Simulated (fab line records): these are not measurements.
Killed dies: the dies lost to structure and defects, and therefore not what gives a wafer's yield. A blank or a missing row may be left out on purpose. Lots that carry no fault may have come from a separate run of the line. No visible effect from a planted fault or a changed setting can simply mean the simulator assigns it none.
Chamber matching ; flow sky130 ; 4 sister chambers for SKY_CONTACT_CMP_27 on cmp-02
The step polishes, stops on SiO2, t overpolish 15 s, target thk 0 nm. 7 wafers are shown with their chamber, then 8 later ones without.

## WAFERS WITH THEIR CHAMBER
wafer;chamber;motor current A (A);overpolish run s (s)
L680.5;3;11.4;14.998
L681.1;1;10.4;15.032
L681.2;0;10.9;15.002
L683.1;3;11.1;15.013
L683.4;1;10.6;15.004
L683.6;2;9.3;14.996
L691.1;2;9.3;14.995

## WAFERS WITH NO CHAMBER GIVEN
wafer;motor current A (A);overpolish run s (s)
L691.2;10.4;15.009
L691.4;9.8;15.004
L696.2;10.8;14.995
L696.3;9.1;15.011
L696.4;10.5;14.992
L697.1;10.5;15.005
L697.3;10.5;15.000
L697.4;9.4;14.985

## WHICH CHAMBER EACH ONE RAN IN
wafer;from the rows above;in truth
L691.2;1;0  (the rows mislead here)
L691.4;can't be placed: 2 or 1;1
L696.2;can't be placed: 0 or 1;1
L696.3;2;2
L696.4;can't be placed: 1 or 0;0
L697.1;can't be placed: 1 or 0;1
L697.3;can't be placed: 1 or 0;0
L697.4;2;2
Correctly placed: 2 of 8. Unplaceable from these rows: 5, with the true chamber sitting among the candidates in 5. Wrongly placed: 1.
How it was worked out, from the rows above alone: a wafer's distance from a chamber is the root of the sum, over the readings, of the square of ((its reading less the chamber's mean) divided by the reading's scatter). The wafer belongs to the nearest chamber; if the next one is less than 2 further off, it can't be placed. The mean given for a chamber averages the wafers shown for that chamber. How the scatter is found: for the shown wafers, subtract from each reading the mean of its chamber, square and add these, divide the total by (wafers less chambers), then take the root.
